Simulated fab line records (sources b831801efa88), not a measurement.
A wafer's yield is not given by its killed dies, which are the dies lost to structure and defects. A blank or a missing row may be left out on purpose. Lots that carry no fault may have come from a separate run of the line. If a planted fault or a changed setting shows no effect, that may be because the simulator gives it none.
Which tool is to blame? / flow gf180mcu / 13 lots with 39 wafers sampled at 5 steps, on a route of 602 steps

WHAT THE GAUGES READ, wafer by wafer
GF_V5_THK_MEAS_01.
lot=L702; measured=day 26 05:43; on=film_metro-04; V5_CVD_00_THK (nm)=287 285 288
lot=L703; measured=day 26 09:29; on=film_metro-02; V5_CVD_00_THK (nm)=285 285 288
lot=L704; measured=day 26 20:21; on=film_metro-04; V5_CVD_00_THK (nm)=283 284 285
lot=L705; measured=day 27 02:11; on=film_metro-02; V5_CVD_00_THK (nm)=286 288 287
lot=L707; measured=day 28 03:44; on=film_metro-03; V5_CVD_00_THK (nm)=579 577 578
lot=L711; measured=day 29 02:43; on=film_metro-02; V5_CVD_00_THK (nm)=577 576 578
lot=L714; measured=day 30 15:20; on=film_metro-04; V5_CVD_00_THK (nm)=288 289 288
lot=L716; measured=day 30 19:25; on=film_metro-03; V5_CVD_00_THK (nm)=289 293 296
lot=L718; measured=day 31 06:34; on=film_metro-02; V5_CVD_00_THK (nm)=295 292 294
lot=L719; measured=day 31 15:36; on=film_metro-02; V5_CVD_00_THK (nm)=290 292 293
lot=L721; measured=day 31 21:20; on=film_metro-04; V5_CVD_00_THK (nm)=288 285 287
lot=L722; measured=day 32 02:53; on=film_metro-03; V5_CVD_00_THK (nm)=290 292 292
lot=L724; measured=day 32 14:05; on=film_metro-02; V5_CVD_00_THK (nm)=295 295 286

GF_V5_THK_MEAS_03.
lot=L702; measured=day 26 05:53; on=film_metro-03; V5_CVD_02_THK (nm)=1427 1445 1428
lot=L703; measured=day 26 09:39; on=film_metro-04; V5_CVD_02_THK (nm)=1420 1426 1450
lot=L704; measured=day 26 20:31; on=film_metro-03; V5_CVD_02_THK (nm)=1426 1439 1461
lot=L705; measured=day 27 02:21; on=film_metro-04; V5_CVD_02_THK (nm)=1428 1462 1439
lot=L707; measured=day 28 03:54; on=film_metro-02; V5_CVD_02_THK (nm)=1395 1422 1448
lot=L711; measured=day 29 02:53; on=film_metro-02; V5_CVD_02_THK (nm)=1437 1484 1474
lot=L714; measured=day 30 15:30; on=film_metro-04; V5_CVD_02_THK (nm)=1463 1431 1424
lot=L716; measured=day 30 19:35; on=film_metro-02; V5_CVD_02_THK (nm)=1418 1437 1451
lot=L718; measured=day 31 06:44; on=film_metro-04; V5_CVD_02_THK (nm)=1427 1422 1457
lot=L719; measured=day 31 15:46; on=film_metro-03; V5_CVD_02_THK (nm)=1431 1442 1463
lot=L721; measured=day 31 21:31; on=film_metro-03; V5_CVD_02_THK (nm)=1423 1475 1472
lot=L722; measured=day 32 03:07; on=film_metro-04; V5_CVD_02_THK (nm)=1456 1438 1466
lot=L724; measured=day 32 14:15; on=film_metro-02; V5_CVD_02_THK (nm)=1435 1457 1436

WHICH TOOL RAN EACH LOT (tool, then ch and the chambers of the sampled wafers, then the start)
lot=L702; GF_M4_STRIP_17=plasma_asher-02 ch 0,1, day 23 08:22; GF_V4_CMP_04=cmp-02 ch 0,1, day 23 09:19; GF_V5_CVD_00=hdpcvd-01 ch 0,1,2, day 26 05:41
lot=L703; GF_M4_STRIP_17=plasma_asher-01 ch 0,1, day 23 12:10; GF_V4_CMP_04=cmp-02 ch 0,3, day 23 13:00; GF_V5_CVD_00=hdpcvd-02 ch 0,1, day 26 09:26
lot=L704; GF_M4_STRIP_17=plasma_asher-03 ch 1, day 24 00:07; GF_V4_CMP_04=cmp-02 ch 0,2,3, day 24 00:55; GF_V5_CVD_00=hdpcvd-01 ch 0,1, day 26 20:19
lot=L705; GF_M4_STRIP_17=plasma_asher-01 ch 0,1, day 24 07:08; GF_V4_CMP_04=cmp-01 ch 1,2,3, day 24 07:54; GF_V5_CVD_00=hdpcvd-01 ch 0,1,2, day 27 02:07
lot=L707; GF_M4_STRIP_17=plasma_asher-01 ch 0,1, day 25 09:05; GF_V4_CMP_04=cmp-01 ch 0,3, day 25 09:52; GF_V5_CVD_00=hdpcvd-01 ch 0,1,2, day 28 03:22
lot=L711; GF_M4_STRIP_17=plasma_asher-01 ch 0,1, day 26 11:13; GF_V4_CMP_04=cmp-02 ch 0,1,3, day 26 12:08; GF_V5_CVD_00=hdpcvd-02 ch 0,1,2, day 29 02:28
lot=L714; GF_M4_STRIP_17=plasma_asher-03 ch 0,1, day 28 01:30; GF_V4_CMP_04=cmp-02 ch 1,2,3, day 28 02:27; GF_V5_CVD_00=hdpcvd-01 ch 0,1,2, day 30 15:17
lot=L716; GF_M4_STRIP_17=plasma_asher-02 ch 0,1, day 28 06:58; GF_V4_CMP_04=cmp-01 ch 0,1,2, day 28 07:49; GF_V5_CVD_00=hdpcvd-02 ch 0,1,2, day 30 19:22
lot=L718; GF_M4_STRIP_17=plasma_asher-03 ch 0, day 28 18:43; GF_V4_CMP_04=cmp-01 ch 0,3, day 28 19:32; GF_V5_CVD_00=hdpcvd-02 ch 0,1, day 31 06:31
lot=L719; GF_M4_STRIP_17=plasma_asher-03 ch 0,1, day 29 05:21; GF_V4_CMP_04=cmp-02 ch 0,2,3, day 29 06:08; GF_V5_CVD_00=hdpcvd-02 ch 0,1, day 31 15:32
lot=L721; GF_M4_STRIP_17=plasma_asher-01 ch 0,1, day 29 11:48; GF_V4_CMP_04=cmp-01 ch 0,1, day 29 12:34; GF_V5_CVD_00=hdpcvd-01 ch 0,2, day 31 21:17
lot=L722; GF_M4_STRIP_17=plasma_asher-02 ch 0,1, day 29 17:25; GF_V4_CMP_04=cmp-01 ch 0,1,3, day 29 18:19; GF_V5_CVD_00=hdpcvd-02 ch 0,1, day 32 02:49
lot=L724; GF_M4_STRIP_17=plasma_asher-03 ch 0,1, day 30 06:06; GF_V4_CMP_04=cmp-02 ch 0,1, day 30 07:00; GF_V5_CVD_00=hdpcvd-02 ch 0,1,2, day 32 14:01
- GF_M4_STRIP_17: strips in O2/N2.
- GF_V4_CMP_04: polishes SiO2.
- GF_V5_CVD_00: deposits SiO2, target thk 300 nm, time 48.29 s.

AS READ BY THE TOOLS THEMSELVES (means over the sampled wafers that have a number; for cases with no such wafer, the mark the record gives instead)
GF_M4_STRIP_17.
lot=L702; tool=plasma_asher-02; drypump_motor_current_A (A)=6.2; heater_power_w (W)=398; oes_product_au (a.u.)=0.560; strip_time_to_endpoint_s (s)=7.85
lot=L703; tool=plasma_asher-01; drypump_motor_current_A (A)=6.1; heater_power_w (W)=341; oes_product_au (a.u.)=0.553; strip_time_to_endpoint_s (s)=7.78
lot=L704; tool=plasma_asher-03; drypump_motor_current_A (A)=6.1; heater_power_w (W)=324; oes_product_au (a.u.)=0.560; strip_time_to_endpoint_s (s)=7.88
lot=L705; tool=plasma_asher-01; drypump_motor_current_A (A)=6.1; heater_power_w (W)=344; oes_product_au (a.u.)=0.557; strip_time_to_endpoint_s (s)=7.84
lot=L707; tool=plasma_asher-01; drypump_motor_current_A (A)=5.4; heater_power_w (W)=325; oes_product_au (a.u.)=0.560; strip_time_to_endpoint_s (s)=7.91
lot=L711; tool=plasma_asher-01; drypump_motor_current_A (A)=5.4; heater_power_w (W)=327; oes_product_au (a.u.)=0.553; strip_time_to_endpoint_s (s)=7.81
lot=L714; tool=plasma_asher-03; drypump_motor_current_A (A)=5.8; heater_power_w (W)=332; oes_product_au (a.u.)=0.556; strip_time_to_endpoint_s (s)=7.81
lot=L716; tool=plasma_asher-02; drypump_motor_current_A (A)=6.2; heater_power_w (W)=404; oes_product_au (a.u.)=0.558; strip_time_to_endpoint_s (s)=7.85
lot=L718; tool=plasma_asher-03; drypump_motor_current_A (A)=5.2; heater_power_w (W)=354; oes_product_au (a.u.)=0.551; strip_time_to_endpoint_s (s)=7.78
lot=L719; tool=plasma_asher-03; drypump_motor_current_A (A)=5.5; heater_power_w (W)=340; oes_product_au (a.u.)=0.552; strip_time_to_endpoint_s (s)=7.80
lot=L721; tool=plasma_asher-01; drypump_motor_current_A (A)=6.1; heater_power_w (W)=343; oes_product_au (a.u.)=0.559; strip_time_to_endpoint_s (s)=7.89
lot=L722; tool=plasma_asher-02; drypump_motor_current_A (A)=6.3; heater_power_w (W)=398; oes_product_au (a.u.)=0.561; strip_time_to_endpoint_s (s)=7.86
lot=L724; tool=plasma_asher-03; drypump_motor_current_A (A)=5.5; heater_power_w (W)=333; oes_product_au (a.u.)=0.559; strip_time_to_endpoint_s (s)=7.89

GF_V4_CMP_04.
lot=L702; tool=cmp-02; motor_current_A (A)=12.4; platen_rpm (rpm)=60.00; time_to_endpoint_s (s)=76
lot=L703; tool=cmp-02; motor_current_A (A)=13.3; platen_rpm (rpm)=59.98; time_to_endpoint_s (s)=78
lot=L704; tool=cmp-02; motor_current_A (A)=11.5; platen_rpm (rpm)=59.97; time_to_endpoint_s (s)=74
lot=L705; tool=cmp-01; motor_current_A (A)=12.5; platen_rpm (rpm)=60.01; time_to_endpoint_s (s)=75
lot=L707; tool=cmp-01; motor_current_A (A)=11.9; platen_rpm (rpm)=60.01; time_to_endpoint_s (s)=84
lot=L711; tool=cmp-02; motor_current_A (A)=12.0; platen_rpm (rpm)=60.04; time_to_endpoint_s (s)=86
lot=L714; tool=cmp-02; motor_current_A (A)=10.6; platen_rpm (rpm)=60.00; time_to_endpoint_s (s)=74
lot=L716; tool=cmp-01; motor_current_A (A)=12.4; platen_rpm (rpm)=60.00; time_to_endpoint_s (s)=68
lot=L718; tool=cmp-01; motor_current_A (A)=11.7; platen_rpm (rpm)=60.02; time_to_endpoint_s (s)=82
lot=L719; tool=cmp-02; motor_current_A (A)=11.7; platen_rpm (rpm)=59.99; time_to_endpoint_s (s)=74
lot=L721; tool=cmp-01; motor_current_A (A)=12.3; platen_rpm (rpm)=60.02; time_to_endpoint_s (s)=75
lot=L722; tool=cmp-01; motor_current_A (A)=12.0; platen_rpm (rpm)=60.01; time_to_endpoint_s (s)=71
lot=L724; tool=cmp-02; motor_current_A (A)=12.5; platen_rpm (rpm)=60.02; time_to_endpoint_s (s)=78

THE ANSWER, worked out from the rows above alone
Rule: the usual values come from the lots themselves. Put in order of their means at a reading, lots are off if they are a third of the lots or fewer, leave a main group of 4 or more, and stand apart from it by a gap of 3 or more times the standard deviation of the main group's means; of several such gaps the widest counts. Not used: any main group whose means are identical at the precision the tables above print for the reading. Also off: a lot with no number at a reading for which 4 or more lots have one. The other lots that the step has rows for count as sound. After the gauges, taken in route order, come the tools' own readings; for these a lot's mean is taken, as printed above. At the first step where some lot is off, the reading lying furthest off is the one used; lots without a number count as furthest.
Off: L707, L711, at GF_V5_THK_MEAS_01 (V5_CVD_00_THK). The main group: mean 289 nm, standard deviation 3.1.
A tool fits if, at a process step before that reading, it ran every lot that is off, and no sound lot after the first of them. Gauges at GF_V5_THK_MEAS_01: tried the same way as those tools. Of those tried, none fits.

WHAT HAD BEEN PUT IN BY THE SIMULATOR
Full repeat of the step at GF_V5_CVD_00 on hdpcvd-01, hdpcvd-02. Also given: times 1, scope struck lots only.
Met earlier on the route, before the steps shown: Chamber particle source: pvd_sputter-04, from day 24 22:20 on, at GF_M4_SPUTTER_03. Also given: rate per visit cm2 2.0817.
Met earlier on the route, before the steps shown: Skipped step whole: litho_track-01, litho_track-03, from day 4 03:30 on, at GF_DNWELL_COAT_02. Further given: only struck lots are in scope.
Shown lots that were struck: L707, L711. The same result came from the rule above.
